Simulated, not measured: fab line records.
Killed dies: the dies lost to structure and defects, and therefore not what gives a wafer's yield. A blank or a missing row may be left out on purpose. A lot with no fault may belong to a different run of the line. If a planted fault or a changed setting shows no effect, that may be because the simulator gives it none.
A struck lot beside a sound one ; flow sfq line ; 14 out of 325 route steps
Sound: the wafers L910.2, L910.5, L910.6. Wafers L907.1, L907.3, L907.4 were the ones struck. At the end, the cause is stated.
For every step that has rows: the tool of each side, followed by ch and its chambers, followed by its first start. Under that, the readings that differ: sound wafers ; struck wafers ; difference of the means ; sigmas: that difference in standard deviations of wafers without a fault.
alike: readings with means less than 2 such deviations apart, plus words and numbers identical on both sides. not compared: withheld readings, readings lacking a value on some wafer, bounds such as >300 that could conceal the same value, and numbers that have no deviation in the record and whose values overlap.
The two part at a step that has a row with sigmas, a row that says differs or no value, or rows on one side only. Non-overlapping numbers with no deviation appear without sigmas and do not part them. A reading missing from all wafers of one side parts the sides only when that side holds two or more wafers.

first, 2 steps without rows for these wafers: SFQ_TRILAYER_R5_LITHO_PEB_139 (peb time 60 s); SFQ_TRILAYER_R5_LITHO_DEVELOP_138 (time 60 s).
SFQ_R5_OVL_MEAS_935:
  struck on overlay-02, day 65 06:15; sound on overlay-01, day 65 18:30
  alike: R5_OVL
SFQ_TRILAYER_R5_BARC_OPEN_METAL_ETCH_177: etches BARC in O2, target depth 125 nm, time 41.7 s.
  sound on rie metal-02 ch 0,1, day 65 18:32; struck on rie metal-03 ch 0,1, day 65 06:17
reading;sound;struck;difference;sigmas
drypump motor current A (A);6.8 6.8 6.4;5.4 5.4 6.3;-1.0;-2
  alike: oes product au
  not compared: rf hours counter h
SFQ_TRILAYER_R5_ETCH_METAL_ETCH_139: etches the open film in Cl2, stops on SiO2, target depth 60 nm, time 40 s.
  sound on rie metal-02 ch 0,1, day 65 18:35; struck on rie metal-03 ch 0,1, day 65 06:20
  alike: drypump motor current A, oes product au
  not compared: rf hours counter h
SFQ_TRILAYER_R5_STRIP_STRIP_140: strips in O2.
  sound on rie metal-02 ch 0,1, day 65 18:39; struck on rie metal-03 ch 0,1, day 65 06:24
reading;sound;struck;difference;sigmas
drypump motor current A (A);6.8 6.8 6.4;5.4 5.5 6.3;-0.9;-2
  alike: oes product au
  not compared: rf hours counter h
then, 1 step without rows for these wafers: SFQ_TRILAYER_R5_STRIP_SOLV_CLEAN_141 (cleans in NMP, time 600 s).
SFQ_TRILAYER_A5C_DEP_PECVD_142: deposits SiO2 from SiH4/N2O, time 15.556 s, target thk 70 nm.
  sound on pecvd-04 ch 0,1, day 65 19:25; struck on pecvd-01 ch 0,2, day 65 07:11
  alike: heater power w, susceptor temp C, throttle valve pct
then, 4 steps without rows for these wafers: SFQ_TRILAYER_I5_LITHO_COAT_149 (resist thk 62 nm); SFQ_TRILAYER_I5_LITHO_COAT_144 (resist thk 650 nm); SFQ_TRILAYER_I5_LITHO_SOFTBAKE_148; SFQ_TRILAYER_I5_LITHO_EXPOSE_145 (exposes mask I5, target cd 700 nm).
SFQ_TRILAYER_I5_LITHO_PEB_147: peb time 60 s.
  sound on litho track-01 ch 0, day 70 13:29; struck on litho track-03, day 65 09:10
  no value came back on the struck wafers for chill plate temp C (C), exhaust pa (Pa); on the sound wafers chill plate temp C (C) reads 22.97 23.05 23.04
then, 1 step without rows for these wafers: SFQ_TRILAYER_I5_LITHO_DEVELOP_146 (time 60 s).

WHERE THEY PART
Last at SFQ_TRILAYER_I5_LITHO_PEB_147 as far as this record goes, first at SFQ_TRILAYER_R5_BARC_OPEN_METAL_ETCH_177.

WHY: what had been put in by the simulator
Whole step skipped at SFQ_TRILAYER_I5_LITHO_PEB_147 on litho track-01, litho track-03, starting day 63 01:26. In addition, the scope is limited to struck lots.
